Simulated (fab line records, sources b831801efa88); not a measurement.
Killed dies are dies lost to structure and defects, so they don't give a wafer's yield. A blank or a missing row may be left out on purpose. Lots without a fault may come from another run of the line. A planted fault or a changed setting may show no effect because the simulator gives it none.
Problem report in the 8D (eight disciplines) form, filled by code | flow gf180mcu | the parts of the form that need people (team, actions taken, sign-off) are left out

1. THE PROBLEM
rf_fwd_power_W at GF_HV_LDD_ETCHBACK_58 reads a mean of 460.2 W on 2 wafers of 2 lots; wafers without a fault read 396.9 W with a standard deviation of 1.4. That is +45 standard deviations from the usual mean.
The step: etches Si3N4 in CH3F/O2, stops on SiO2, time 100 s, target depth 90 nm.
First seen on wafer L486.4, day 16 21:01, on rie_diel-04. The record holds 36 wafers of 12 lots with a number at this step. Rule for "out", or "out of limits": more than 4 standard deviations from the usual mean. The other wafers with a number count as sound.

2. WHAT IT IS AND WHAT IT IS NOT
question                    | is                | is not
which readings at this step | rf_fwd_power_W    | bias_w, drypump_motor_current_A, oes_product_au, throttle_valve_pct
which lots                  | L486, L487        | L474, L475, L477, L481, L482, L484, L485, L493, L495, L496
which wafers of those lots  | L486.4, L487.2    | L486.1, L486.3, L487.1, L487.4
read on which tools         | rie_diel-04       | rie_diel-02, rie_diel-03
when                        | from day 16 21:01 | up to then (23 sound wafers); but 11 sound wafers of L487, L493, L495, L496 came after

3. SUSPECTS, AND WHAT RULES EACH OUT
Counting: a tool at a process step up to the reading stays a suspect if it ran every lot that is out. Sound lots after the first of them don't rule it out here, since some wafers of a struck lot are sound.
- rie_diel-04 at GF_HV_LDD_ETCHBACK_58 (etches Si3N4 in CH3F/O2, stops on SiO2, time 100 s, target depth 90 nm): kept. It ran every lot that is out, first L486 (day 16 21:01); its last sound lot up to then is L485 (day 16 13:32). Its own readings are out on those wafers: rf_fwd_power_W.
- Within rie_diel-04 at GF_HV_LDD_ETCHBACK_58: the wafers that are out ran in chamber 3; their sound lot-mates ran in chambers 0, 2.
Left after counting: rie_diel-04 at GF_HV_LDD_ETCHBACK_58.

4. THE CAUSE (what the simulator had put in)
Process parameter drift: rie_diel-04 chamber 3, from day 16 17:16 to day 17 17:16, at GF_HV_LDD_ETCHBACK_58. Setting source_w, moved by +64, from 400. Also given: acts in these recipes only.
Counting left only this tool.

5. THE CHAIN OF EFFECTS, in route order
Each row: a reading whose mean over the struck wafers that have a number lies more than 3 standard deviations from the usual. Only readings for which the record gives a usual standard deviation are gone through. hours: the time from each lot's start at the first step in this table that gives one to its start at this step, as a median over the lots. sigmas: the change in usual standard deviations.
hours | step                  | reading        | usual   | on struck wafers | change | sigmas
0     | GF_HV_LDD_ETCHBACK_58 | rf_fwd_power_W | 396.9 W | 460.2            | +63.3  | +45
The process steps in it:
- GF_HV_LDD_ETCHBACK_58: etches Si3N4 in CH3F/O2, stops on SiO2, time 100 s, target depth 90 nm.
Later measuring or inspecting steps at which every struck wafer that the step has a row for has a number for every such reading, and none has moved that far: GF_V1_CD_MEAS_14.

6. WHAT WOULD HAVE CAUGHT IT SOONER
In this record the first reading out of limits was taken at day 16 21:01, 4 hours after the fault began at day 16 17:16.
